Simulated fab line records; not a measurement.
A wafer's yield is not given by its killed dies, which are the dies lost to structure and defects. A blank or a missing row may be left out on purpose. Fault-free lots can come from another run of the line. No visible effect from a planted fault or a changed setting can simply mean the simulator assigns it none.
Matching of chambers / flow gf180mcu / GF_V2_CMP_26 on cmp-02 has 4 sister chambers
The step polishes, stops on SiO2, t overpolish 15 s, target thk 0 nm. 15 wafers are shown with their chamber, then 7 later ones without.

WAFERS PAIRED WITH THEIR CHAMBERS
wafer=L808.1; chamber=1; motor current A (A)=10.9; time to endpoint s (s)=79; overpolish run s (s)=15.001
wafer=L808.2; chamber=2; motor current A (A)=10.8; time to endpoint s (s)=76; overpolish run s (s)=14.997
wafer=L808.6; chamber=1; motor current A (A)=10.6; time to endpoint s (s)=78; overpolish run s (s)=15.007
wafer=L812.2; chamber=0; motor current A (A)=9.5; time to endpoint s (s)=84; overpolish run s (s)=14.986
wafer=L812.3; chamber=2; motor current A (A)=10.7; time to endpoint s (s)=80; overpolish run s (s)=15.004
wafer=L812.4; chamber=3; motor current A (A)=9.5; time to endpoint s (s)=80; overpolish run s (s)=14.991
wafer=L817.1; chamber=3; motor current A (A)=9.3; time to endpoint s (s)=80; overpolish run s (s)=15.007
wafer=L817.2; chamber=0; motor current A (A)=9.6; time to endpoint s (s)=83; overpolish run s (s)=15.008
wafer=L817.3; chamber=1; motor current A (A)=10.4; time to endpoint s (s)=84; overpolish run s (s)=15.007
wafer=L818.1; chamber=2; motor current A (A)=10.2; time to endpoint s (s)=84; overpolish run s (s)=14.996
wafer=L818.4; chamber=0; motor current A (A)=9.6; time to endpoint s (s)=87; overpolish run s (s)=15.000
wafer=L819.2; chamber=2; motor current A (A)=11.0; time to endpoint s (s)=91; overpolish run s (s)=15.005
wafer=L821.4; chamber=3; motor current A (A)=9.6; time to endpoint s (s)=82; overpolish run s (s)=15.004
wafer=L829.2; chamber=3; motor current A (A)=9.3; time to endpoint s (s)=84; overpolish run s (s)=14.992
wafer=L829.4; chamber=0; motor current A (A)=9.8; time to endpoint s (s)=88; overpolish run s (s)=15.004

SIGNATURES, as means of the wafers listed above
reading=motor current A; chamber 0=9.625; chamber 1=10.633; chamber 2=10.675; chamber 3=9.425; scatter within a chamber=0.231
reading=time to endpoint s; chamber 0=85.50; chamber 1=80.33; chamber 2=82.75; chamber 3=81.50; scatter within a chamber=3.95
reading=overpolish run s; chamber 0=14.99950; chamber 1=15.00500; chamber 2=15.00050; chamber 3=14.99850; scatter within a chamber=0.00717
Rule: for each reading, subtract the chamber's mean from the wafer's reading, divide by that reading's scatter and square the result; add these up over the readings and take the root, which gives the wafer's distance from the chamber. If the next closest chamber is less than 2 further off than the closest, the wafer can't be placed; otherwise it belongs to the closest. The scatter is the square root of a quotient: the sum, over the shown wafers, of each reading's squared deviation from its chamber's mean, divided by wafers minus chambers.

WAFERS WHOSE CHAMBER IS MISSING
wafer=L829.6; motor current A (A)=11.3; time to endpoint s (s)=90; overpolish run s (s)=14.993
wafer=L830.2; motor current A (A)=9.0; time to endpoint s (s)=85; overpolish run s (s)=14.995
wafer=L830.3; motor current A (A)=9.5; time to endpoint s (s)=84; overpolish run s (s)=14.996
wafer=L830.5; motor current A (A)=11.2; time to endpoint s (s)=84; overpolish run s (s)=15.001
wafer=L831.1; motor current A (A)=9.4; time to endpoint s (s)=83; overpolish run s (s)=15.007
wafer=L831.3; motor current A (A)=10.5; time to endpoint s (s)=84; overpolish run s (s)=14.981
wafer=L831.5; motor current A (A)=9.6; time to endpoint s (s)=83; overpolish run s (s)=14.989

CHAMBER TAKEN BY EACH
wafer=L829.6; from the rows above=can't be placed: 2 or 1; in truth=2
wafer=L830.2; from the rows above=can't be placed: 3 or 0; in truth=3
wafer=L830.3; from the rows above=can't be placed: 3 or 0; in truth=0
wafer=L830.5; from the rows above=can't be placed: 2 or 1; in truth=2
wafer=L831.1; from the rows above=can't be placed: 3 or 0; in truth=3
wafer=L831.3; from the rows above=can't be placed: 2 or 1 or 0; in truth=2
wafer=L831.5; from the rows above=can't be placed: 3 or 0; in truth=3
Placed correctly: 0 of 7. Unplaceable from these rows: 7, with the true chamber sitting among the candidates in 7. Placed wrongly: 0.
